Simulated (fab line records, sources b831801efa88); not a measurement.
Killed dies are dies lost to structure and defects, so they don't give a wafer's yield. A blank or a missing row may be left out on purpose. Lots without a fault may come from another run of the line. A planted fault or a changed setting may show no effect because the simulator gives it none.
fab line records | flow gf180mcu | part 2 of 2: steps 26 to 37 of 37
record lots=5 wafers=15 last_day=32
route steps=602 shown V1@355 M2@362 V2@382
lots that met no fault: from a run of the same line without faults
start_h: hours from the record's first day to the start of the lot's first wafer shown | wait_h: hours since the lot's step before | " the same as in the row above | L1.1+2: a row that stands for several wafers | - no value, or no start given | * or withheld: withheld | < > ~ a bound
route shown NAME@n: a module of which the file shows steps, and the number in the route of the first | usual: mean/standard deviation of fault-free wafers | same: alike in all rows | chamber/n: place in a boat | sites: the reading at each site | _std_site: their standard deviation | _edge_site: outer sites' mean less inner sites' | radius_mm: how far each site lies from the wafer's centre | mask NAME#n: copy n | behind: the tool/chamber that last shaped the wafer | hold: why the lot was held/for how many hours/how that ended | device: the transistor (n, p or np) that didn't switch | end of line: the same wafers' tests at the end of the route | a step without rows: its recipe alone | killed: dies lost to structure and defects at the first sort, not the wafer's yield | map: a wafer's dies, x killed, . not, _ none there
set.NAME: the setting as run; set.NAME@STEP: as run at that earlier step | model.NAME: the simulator's own value behind a step, which no gauge read
lots at some steps of the route; a table a step, a row a wafer
services: from which hour (start_h, from the record's first day; less than 0 if before it) a tool's chamber was out of use, for how many hours, and why
## steps
# step GF_M2_STRIP_18
# recipe chemistry=post_etch_residue_remover time_s=1200 temp_c=72.5
# usual bath_heat_duty_pct=14.3/1.4
# columns lot.wafer tool chamber start_h wait_h bath_heat_duty_pct
L075.3 wet_bench-01 3 440.92 0.0 13.8
L075.4 " 3 " " 14.0
L075.5 " 3 " " 13.4
L085.3 wet_bench-03 1 532.34 0.0 17.6
L085.5 " 1 " " 18.7
L085.6 " 1 " " 17.0
L087.2 wet_bench-01 0 555.54 0.1 13.5
L087.3 " 0 " " 13.9
L087.4 " 0 " " 13.4
L088.2 wet_bench-03 3 560.59 0.1 14.9
L088.4 " 3 " " 15.5
L088.6 " 3 " " 15.4
L089.1 wet_bench-01 1 572.44 0.1 13.7
L089.2 " 1 " " 14.0
L089.6 " 1 " " 15.3
# step GF_M2_CLEAN_19
# recipe chemistry=DIW dry=n2_spin
# columns lot.wafer tool chamber start_h wait_h
L075.3+4+5 wet_bench-03 3 441.26 0.0
L085.3+5+6 wet_bench-01 2 532.68 0.0
L087.2+3+4 wet_bench-04 2 555.88 0.0
L088.2+4+6 wet_bench-01 1 560.93 0.0
L089.1+2+6 wet_bench-03 0 573.12 0.0
# step GF_V2_CVD_00
# recipe material=SiO2 target_thk_nm=600 sigma_open_frac=0.3 temp_c=400 time_s=100 sih4_flow_sccm=60 pressure_mtorr=6
# columns lot.wafer tool chamber start_h wait_h
L075.3+4+5 hdpcvd-01 0,2,0 441.35 0.0
L085.3+5+6 hdpcvd-02 2,0,2 532.78 0.0
L087.2+3+4 hdpcvd-01 1,0,1 555.98 0.0
L088.2+4+6 hdpcvd-01 1,1,2 561.02 0.0
L089.1+2+6 hdpcvd-02 0,2,1 573.21 0.0
# step GF_V2_THK_MEAS_01
# recipe reads=SiO2_of_V2_CVD_00
# usual V2_CVD_00_THK=600/5.5
# columns lot.wafer tool chamber start_h wait_h V2_CVD_00_THK[nm]
L075.3 film_metro-02 - 441.44 0.1 606
L075.4 " - " " 602
L075.5 " - " " 608
L085.3 film_metro-02 - 532.87 0.1 596
L085.5 " - " " 595
L085.6 " - " " 596
L087.2 film_metro-03 - 556.06 0.0 612
L087.3 " - " " 608
L087.4 " - " " 602
L088.2 film_metro-04 - 561.10 0.0 608
L088.4 " - " " 606
L088.6 " - " " 604
L089.1 film_metro-02 - 573.28 0.0 599
L089.2 " - " " 597
L089.6 " - " " 596
# step GF_V2_CVD_02
# recipe material=SiO2 target_thk_nm=850 precursor=TEOS temp_c=400 time_s=94.851 rf_w=600
# usual heater_power_outer_w=390/53 heater_power_w=680/77
# columns lot.wafer tool chamber start_h wait_h heater_power_outer_w heater_power_w
L075.3 pecvd-01 2 441.48 0.0 456 799
L075.4 " 2 " " 343 674
L075.5 " 0 " " 339 627
L085.3 pecvd-01 2 532.91 0.0 445 816
L085.5 " 1 " " 487 728
L085.6 " 0 " " 425 754
L087.2 pecvd-02 0 556.11 0.0 310 609
L087.3 " 2 " " 319 580
L087.4 " 0 " " 345 650
L088.2 pecvd-01 0 561.15 0.0 425 764
L088.4 " 0 " " 475 784
L088.6 " 2 " " 456 851
L089.1 pecvd-01 2 573.34 0.1 399 762
L089.2 " 1 " " 429 656
L089.6 " 2 " " 433 812
# step GF_V2_THK_MEAS_03
# recipe reads=SiO2_of_V2_CVD_02
# usual V2_CVD_02_THK=849/9.8
# columns lot.wafer tool chamber start_h wait_h V2_CVD_02_THK[nm]
L075.3 film_metro-03 - 441.57 0.1 835
L075.4 " - " " 857
L075.5 " - " " 846
L085.3 film_metro-03 - 533.00 0.1 842
L085.5 " - " " 863
L085.6 " - " " 856
L087.2 film_metro-02 - 556.19 0.0 856
L087.3 " - " " 844
L087.4 " - " " 868
L088.2 film_metro-03 - 561.23 0.0 849
L088.4 " - " " 867
L088.6 " - " " 863
L089.1 film_metro-03 - 573.41 0.0 832
L089.2 " - " " 833
L089.6 " - " " 853
# step GF_V2_CMP_04
# recipe material=SiO2 down_force_psi=4 platen_rpm=60 pad_velocity_m_s=0.94248
# usual motor_current_A=11.9/1.2 time_to_endpoint_s=81/4.3
# columns lot.wafer tool chamber start_h wait_h motor_current_A time_to_endpoint_s
L075.3 cmp-02 3 441.61 0.0 12.7 77
L075.4 " 1 " " 11.4 81
L075.5 " 3 " " 12.0 81
L085.3 cmp-02 0 533.14 0.1 11.5 80
L085.6 " 2 " " 9.9 78
L085.5 " 3 " " 12.7 83
L087.2 cmp-02 2 556.24 0.0 10.1 81
L087.4 " 3 " " 12.8 90
L087.3 " 1 " " 11.8 78
L088.4 cmp-02 2 561.28 0.0 10.4 86
L088.2 " 3 " " 12.9 77
L088.6 " 2 " " 10.6 86
L089.1 cmp-02 3 573.47 0.1 13.1 80
L089.2 " 0 " " 11.5 78
L089.6 " 0 " " 12.3 91
# step GF_V2_BOW_MEAS_05
# recipe mode=bow
# usual V2_BOW=97/7.9
# columns lot.wafer tool chamber start_h wait_h V2_BOW[um]
L075.3 film_metro-04 - 441.95 0.3 104
L075.4 " - " " 103
L075.5 " - " " 96
L085.3 film_metro-04 - 533.38 0.2 106
L085.5 " - " " 101
L085.6 " - " " 96
L087.2 film_metro-03 - 556.56 0.3 98
L087.3 " - " " 97
L087.4 " - " " 88
L088.2 film_metro-02 - 561.60 0.2 93
L088.4 " - " " 96
L088.6 " - " " 108
L089.1 film_metro-02 - 573.77 0.2 104
L089.2 " - " " 92
L089.6 " - " " 96
# step GF_V2_DEHYDRATE_06
# recipe temp_c=200 time_s=60
# usual heater_power_total_W=160.37/0.12
# columns lot.wafer tool chamber start_h wait_h heater_power_total_W
L075.3 litho_track-04 0 453.40 11.4 160.46
L075.4 " 0 " " 160.31
L075.5 " 0 " " 160.54
L085.3 litho_track-01 0 544.41 11.0 160.38
L085.5 " 0 " " 160.43
L085.6 " 0 " " 160.40
L087.2 litho_track-01 0 566.93 10.4 160.36
L087.3 " 0 " " 160.58
L087.4 " 0 " " 160.44
L088.2 litho_track-01 0 572.03 10.4 160.41
L088.4 " 0 " " 160.31
L088.6 " 0 " " 160.38
L089.1 litho_track-04 0 584.25 10.5 160.51
L089.2 " 0 " " 160.28
L089.6 " 0 " " 160.51
# step GF_V2_HMDS_07
# recipe prime_time_s=60 prime_temp_c=120
# columns lot.wafer tool chamber start_h wait_h
L075.3+4+5 litho_track-04 0 453.55 0.1
L085.3+5+6 litho_track-01 0 544.56 0.1
L087.2+3+4 litho_track-01 0 567.08 0.1
L088.2+4+6 litho_track-01 0 572.18 0.1
L089.1+2+6 litho_track-04 0 584.40 0.1
# step GF_V2_COAT_08
# recipe resist=BARC temp_c=withheld time_s=withheld spin_rpm=withheld resist_thk_nm=withheld
# usual dispense_pressure_kPa=51.6/1.1
# columns lot.wafer tool chamber start_h wait_h dispense_pressure_kPa
L075.3 litho_track-04 0 453.70 0.1 50.8
L075.4 " 0 " " 50.7
L075.5 " 0 " " 50.8
L085.3 litho_track-01 0 544.71 0.1 51.2
L085.5 " 0 " " 51.2
L085.6 " 0 " " 51.2
L087.2 litho_track-01 0 567.23 0.1 51.3
L087.3 " 0 " " 51.2
L087.4 " 0 " " 51.3
L088.2 litho_track-01 0 572.33 0.1 51.2
L088.4 " 0 " " 51.2
L088.6 " 0 " " 51.3
L089.1 litho_track-04 0 584.55 0.1 50.8
L089.2 " 0 " " 50.8
L089.6 " 0 " " 50.8
# step GF_V2_COAT_09
# recipe resist=KrF spin_rpm=withheld resist_thk_nm=1000
# usual dispense_pressure_kPa=51.6/1.1
# columns lot.wafer tool chamber start_h wait_h dispense_pressure_kPa
L075.3 litho_track-04 0 - - 50.8
L075.4 " 0 " " 50.7
L075.5 " 0 " " 50.8
L085.3 litho_track-01 0 - - 51.2
L085.5 " 0 " " 51.2
L085.6 " 0 " " 51.3
L087.2 litho_track-01 0 - - 51.3
L087.3 " 0 " " 51.3
L087.4 " 0 " " 51.2
L088.2 litho_track-01 0 - - 51.2
L088.4 " 0 " " 51.2
L088.6 " 0 " " 51.2
L089.1 litho_track-04 0 - - 50.8
L089.2 " 0 " " 50.7
L089.6 " 0 " " 50.7
## services
# columns tool chamber start_h hours kind
cmp-02 - 404.05 4.0 pm
cvd_w-02 - 407.61 0.8 repair
pvd_sputter-03 - 407.76 7.0 repair
krf_scanner-02 - 408.91 1.3 pm
pvd_sputter-03 - 410.56 20.0 repair
pvd_sputter-04 - 416.21 4.9 repair
rie_metal-03 1 421.50 5.1 repair
pvd_sputter-01 - 424.91 6.7 repair
cvd_w-02 1 427.62 12.9 repair
cmp-02 - 430.97 0.3 repair
krf_scanner-02 - 433.72 0.6 repair
pvd_sputter-03 - 436.86 3.2 repair
rie_metal-03 1 436.86 6.7 repair
hdpcvd-01 0 442.74 3.3 repair
pvd_sputter-01 - 443.66 4.0 repair
krf_scanner-02 - 456.52 1.0 pm
rie_metal-03 1 486.09 7.0 repair
pvd_sputter-03 - 490.12 4.1 repair
pvd_sputter-04 - 499.24 3.4 repair
krf_scanner-02 - 501.11 0.8 pm
rie_metal-03 - 520.97 0.4 repair
pvd_sputter-03 - 535.26 0.9 repair
pvd_sputter-01 - 554.83 7.3 repair
wet_bench-02 - 558.57 5.3 repair
